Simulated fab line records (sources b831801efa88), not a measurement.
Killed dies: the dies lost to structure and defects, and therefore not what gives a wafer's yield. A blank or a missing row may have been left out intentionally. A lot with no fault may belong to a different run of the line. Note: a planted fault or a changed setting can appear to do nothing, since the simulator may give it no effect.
One fault seen from 2 desks / flow gf180mcu / only its own numbers are on each desk; what lay behind them is given at the end

== FOR THE TOOL OWNER'S DESK: rie_si-01 ==
The tool's own readings at GF_STI_ETCH_14 (etches Si in HBr/Cl2/O2, target depth 360 nm, time 102.9 s): means of the sampled wafers that have a number, for each lot that ran on this tool. The brackets show how far a lot's mean lies from the usual mean; more than 4 standard deviations puts the lot out of limits, marked OUT.
Columns: A = drypump_motor_current_A at GF_STI_ETCH_14, usual 5.5 A; B = mfc_cl2_sccm at GF_STI_ETCH_14, usual 40.00 sccm; C = oes_product_au at GF_STI_ETCH_14, usual 1.001 a.u.; D = run_length_s at GF_STI_ETCH_14, usual 131.2 s; E = throttle_valve_pct at GF_STI_ETCH_14, usual 25.655 %
lot=L443; first seen here=day 2 06:40; A=5.7; B=40.10; C=0.997; D=131.3; E=25.656
lot=L453; first seen here=day 4 09:40; A=5.6; B=39.96; C=0.999; D=136.2 (+10) OUT; E=25.658
lot=L454; first seen here=day 4 15:40; A=5.4; B=40.05; C=1.000; D=135.9 (+9.7) OUT; E=25.664
lot=L464; first seen here=day 6 18:31; A=5.3; B=39.89; C=1.000; D=131.4; E=25.650
lot=L465; first seen here=day 7 00:49; A=5.2; B=40.03; C=1.005; D=131.1; E=25.659
This desk's verdict: out of limits on L453, L454, starting with L453 at day 4 09:40 (run_length_s at GF_STI_ETCH_14). Within limits: L443, L464, L465.

== AT THE METROLOGY DESK ==
Means of the sampled wafers that have a number, per lot and without regard to the tool the lot ran on: this is what the gauges read. The brackets show how far a lot's mean lies from the usual mean; more than 4 standard deviations puts the lot out of limits, marked OUT.
Columns: A = STI_OXIDATION_01_THK at GF_STI_THK_MEAS_22, usual 14.95 nm; B = NWELL_TW at GF_NWELL_TW_MEAS_11, usual 1569
lot=L443; first seen here=day 2 08:44; A=15.18; B=1541
lot=L445; first seen here=day 2 18:38; A=15.33; B=1576
lot=L450; first seen here=day 3 20:04; A=14.37; B=1557
lot=L453; first seen here=day 4 12:02; A=15.06; B=1562
lot=L454; first seen here=day 4 17:19; A=15.00; B=1586
lot=L456; first seen here=day 5 04:31; A=15.10; B=1571
lot=L458; first seen here=day 5 14:02; A=15.01; B=1587
lot=L459; first seen here=day 5 20:45; A=14.97; B=1584
lot=L460; first seen here=day 6 01:41; A=15.04; B=1567
lot=L461; first seen here=day 6 07:20; A=15.10; B=1580
lot=L463; first seen here=day 6 15:28; A=15.23; B=1554
lot=L464; first seen here=day 6 20:36; A=14.84; B=1586
lot=L465; first seen here=day 7 02:29; A=14.97; B=1588
Result from this desk: across the 13 lots, nothing is out of limits.

== BROUGHT TOGETHER ==
An alarm could have come from the tool owner's desk at day 4 09:40, on L453, L454.
Nothing out of limits was seen by the metrology desk.
The metrology desk has L453, L454 on record, within its limits.
All the named lots went through GF_STI_ETCH_14 on rie_si-01.

== WHAT WAS PUT IN BY THE SIMULATOR ==
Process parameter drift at GF_STI_ETCH_14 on rie_si-01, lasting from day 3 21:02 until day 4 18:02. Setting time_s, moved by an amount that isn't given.
Struck lots among those shown: L453, L454.
Each desk's first reading out of limits, in hours after the fault started: the tool owner's desk, 13.
